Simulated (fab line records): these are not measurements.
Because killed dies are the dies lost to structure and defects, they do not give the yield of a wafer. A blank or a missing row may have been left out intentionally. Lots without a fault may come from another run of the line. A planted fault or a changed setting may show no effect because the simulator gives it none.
Which tool did it? | flow sky130 | 12 lots, 36 wafers sampled, at 4 steps of a route of 708

WHAT THE GAUGES READ, wafer by wafer
SKY_METAL1_OVL_MEAS_16. Usual: METAL1_OVL gives -2 nm (standard deviation 5.3).
lot  | measured     | on         | METAL1_OVL (nm) | flag
L733 | day 32 11:45 | overlay-02 | -5 2 2          |
L734 | day 33 05:03 | overlay-01 | -2 0 -5         |
L735 | day 33 07:58 | overlay-01 | -2 -5 -6        |
L736 | day 33 23:53 | overlay-01 | -2 -8 4         |
L739 | day 34 18:32 | overlay-02 | -15 -6 -9       |
L740 | day 35 02:49 | overlay-02 | -5 -1 5         |
L741 | day 36 00:02 | overlay-02 | -4 -5 1         |
L744 | day 36 13:34 | overlay-01 | -4 -5 -1        |
L745 | day 36 18:11 | overlay-02 | 1 -12 -4        |
L749 | day 38 01:38 | overlay-02 | -5 0 -4         |
L750 | day 38 09:14 | overlay-02 | 7 -2 1          |
L752 | day 38 18:40 | overlay-02 | -8 -8 -10       |

SKY_VIA1_THK_MEAS_23: measures by xrf. Usual: VIA1_W_THK gives 274 nm (standard deviation 5.8).
lot  | measured     | on            | VIA1_W_THK (nm) | flag
L733 | day 33 16:53 | film_metro-03 | 268 269 265     |
L734 | day 34 09:51 | film_metro-01 | 275 277 283     |
L735 | day 34 13:08 | film_metro-01 | 275 273 276     |
L736 | day 35 04:53 | film_metro-02 | 273 279 275     |
L739 | day 35 23:19 | film_metro-01 | 279 279 279     |
L740 | day 36 08:01 | film_metro-03 | 277 287 273     |
L741 | day 37 05:29 | film_metro-01 | 273 270 272     |
L744 | day 37 16:58 | film_metro-02 | 275 266 277     |
L745 | day 37 22:14 | film_metro-02 | 274 269 266     |
L749 | day 39 04:45 | film_metro-02 | 275 266 266     |
L750 | day 39 12:23 | film_metro-03 | 273 281 272     |
L752 | day 39 22:38 | film_metro-01 | 268 274 280     |

EACH LOT AND THE TOOL THAT RAN IT (in order: tool; ch and the chambers of the sampled wafers; start)
lot  | SKY_FIELD_ISO_ETCH_17           | SKY_VT_ADJUST_PCH_STRIP_09
L733 | rie_si-02 ch 1,3, day 2 04:59   | plasma_asher-04 ch 0,1, day 10 05:59
L734 | rie_si-02 ch 0,1,3, day 2 11:02 | plasma_asher-01 ch 0,1, day 10 22:23
L735 | rie_si-01 ch 1,3, day 2 13:57   | plasma_asher-02 ch 0,1, day 10 23:57
L736 | rie_si-01 ch 0,2,3, day 2 21:29 | plasma_asher-04 ch 0,1, day 11 08:59
L739 | rie_si-02 ch 1,2,3, day 3 14:08 | plasma_asher-01 ch 0, day 12 08:30
L740 | rie_si-01 ch 0,2,3, day 3 18:23 | plasma_asher-01 ch 0,1, day 12 15:11
L741 | rie_si-01 ch 0,2, day 3 22:11   | plasma_asher-04 ch 0,1, day 12 23:34
L744 | rie_si-01 ch 0,1,2, day 4 13:05 | plasma_asher-01 ch 0,1, day 14 02:30
L745 | rie_si-02 ch 1,3, day 4 17:45   | plasma_asher-02 ch 0,1, day 14 04:20
L749 | rie_si-02 ch 0,1,3, day 5 17:33 | plasma_asher-02 ch 0,1, day 15 16:07
L750 | rie_si-01 ch 0,1,2, day 5 21:26 | plasma_asher-04 ch 0,1, day 15 22:38
L752 | rie_si-01 ch 0,1,2, day 6 08:06 | plasma_asher-01 ch 0,1, day 16 11:53
- SKY_FIELD_ISO_ETCH_17: etches Si in HBr/Cl2/O2, target depth 342 nm, time 97.7 s.
- SKY_VT_ADJUST_PCH_STRIP_09: strips in O2/N2.

WHAT THE TOOLS THEMSELVES READ (means of the sampled wafers that have a number; where no wafer has one, the mark that the record gives instead)
SKY_FIELD_ISO_ETCH_17. Usual: bias_w 150.0 W, standard deviation 0.49; drypump_motor_current_A 5.8 A, standard deviation 0.45; oes_product_au 0.991 a.u., standard deviation 0.012; run_length_s 126.1 s, standard deviation 0.43; throttle_valve_pct 25.663 %, standard deviation 0.011.
lot  | tool      | bias_w (W) | drypump_motor_current_A (A) | oes_product_au (a.u.) | run_length_s (s) | throttle_valve_pct (%) | flag
L733 | rie_si-02 | 150.6      | 5.9                         | 0.980                 | 126.0            | 25.662                 |
L734 | rie_si-02 | 149.5      | 6.0                         | 0.982                 | 126.1            | 25.665                 |
L735 | rie_si-01 | 149.8      | 5.9                         | 0.987                 | 126.1            | 25.664                 |
L736 | rie_si-01 | 149.7      | 5.5                         | 0.996                 | 125.9            | 25.654                 |
L739 | rie_si-02 | 150.2      | 5.8                         | 0.993                 | 126.0            | 25.671                 |
L740 | rie_si-01 | 149.7      | 5.5                         | 1.006                 | 126.0            | 25.651                 |
L741 | rie_si-01 | 150.2      | 5.5                         | 1.009                 | 126.0            | 25.646                 |
L744 | rie_si-01 | 150.4      | 5.5                         | 0.995                 | 126.2            | 25.656                 |
L745 | rie_si-02 | 150.1      | 5.8                         | 0.996                 | 126.2            | 25.664                 |
L749 | rie_si-02 | 149.4      | 6.0                         | 0.987                 | 110.3            | 25.662                 | OFF
L750 | rie_si-01 | 150.2      | 5.5                         | 0.989                 | 126.1            | 25.663                 |
L752 | rie_si-01 | 149.3      | 5.5                         | 0.990                 | 126.2            | 25.665                 |

SKY_VT_ADJUST_PCH_STRIP_09. Usual: drypump_motor_current_A 5.8 A, standard deviation 0.65; oes_product_au 0.727 a.u., standard deviation 0.0043; strip_time_to_endpoint_s 36.55 s, standard deviation 0.11.
lot  | tool            | drypump_motor_current_A (A) | oes_product_au (a.u.) | strip_time_to_endpoint_s (s) | flag
L733 | plasma_asher-04 | 6.5                         | 0.729                 | 36.71                        |
L734 | plasma_asher-01 | 5.3                         | 0.724                 | 36.52                        |
L735 | plasma_asher-02 | 6.3                         | 0.731                 | 36.52                        |
L736 | plasma_asher-04 | 6.5                         | 0.732                 | 36.50                        |
L739 | plasma_asher-01 | 5.4                         | 0.727                 | 36.67                        |
L740 | plasma_asher-01 | 5.3                         | 0.730                 | 36.56                        |
L741 | plasma_asher-04 | 6.5                         | 0.723                 | 36.52                        |
L744 | plasma_asher-01 | 5.3                         | 0.726                 | 36.50                        |
L745 | plasma_asher-02 | 6.3                         | 0.729                 | 36.35                        |
L749 | plasma_asher-02 | 6.3                         | 0.725                 | 36.53                        |
L750 | plasma_asher-04 | 6.3                         | 0.728                 | 36.63                        |
L752 | plasma_asher-01 | 5.1                         | 0.729                 | 36.71                        |

THE ANSWER, worked out from the rows above alone
Rule: lot off if the mean of its wafers having a number is beyond 3 standard deviations from the usual mean. Also off: a lot with no number at a reading for which 4 or more lots have one. Where the step has rows for the other lots, those lots are counted as sound. The gauges are gone through in route order, then the tools' own readings, and for those a lot's mean is taken as printed above. At the first step where some lot is off, the reading lying furthest off is the one used; lots without a number count as furthest.
Off: L749 (SKY_FIELD_ISO_ETCH_17, run_length_s).
A tool fits if, at that step or a process step before it, it ran every lot that is off, and no sound lot after the first of them. One fits: rie_si-02 at SKY_FIELD_ISO_ETCH_17. Its last sound lot is L745 (day 4 17:45), its first lot that is off L749 (day 5 17:33): a fault that began between those two fits.
On the lots that are off, the tool's own readings at SKY_FIELD_ISO_ETCH_17 differ by more than 5 times the standard deviation of the sound lots' means, which bears it out; run_length_s reads 110.3 s there versus 126.1 s on the sound lots.

WHAT THE SIMULATOR PUT IN
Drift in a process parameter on rie_si-02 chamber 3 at SKY_FIELD_ISO_ETCH_17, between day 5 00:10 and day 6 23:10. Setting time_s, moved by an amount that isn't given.
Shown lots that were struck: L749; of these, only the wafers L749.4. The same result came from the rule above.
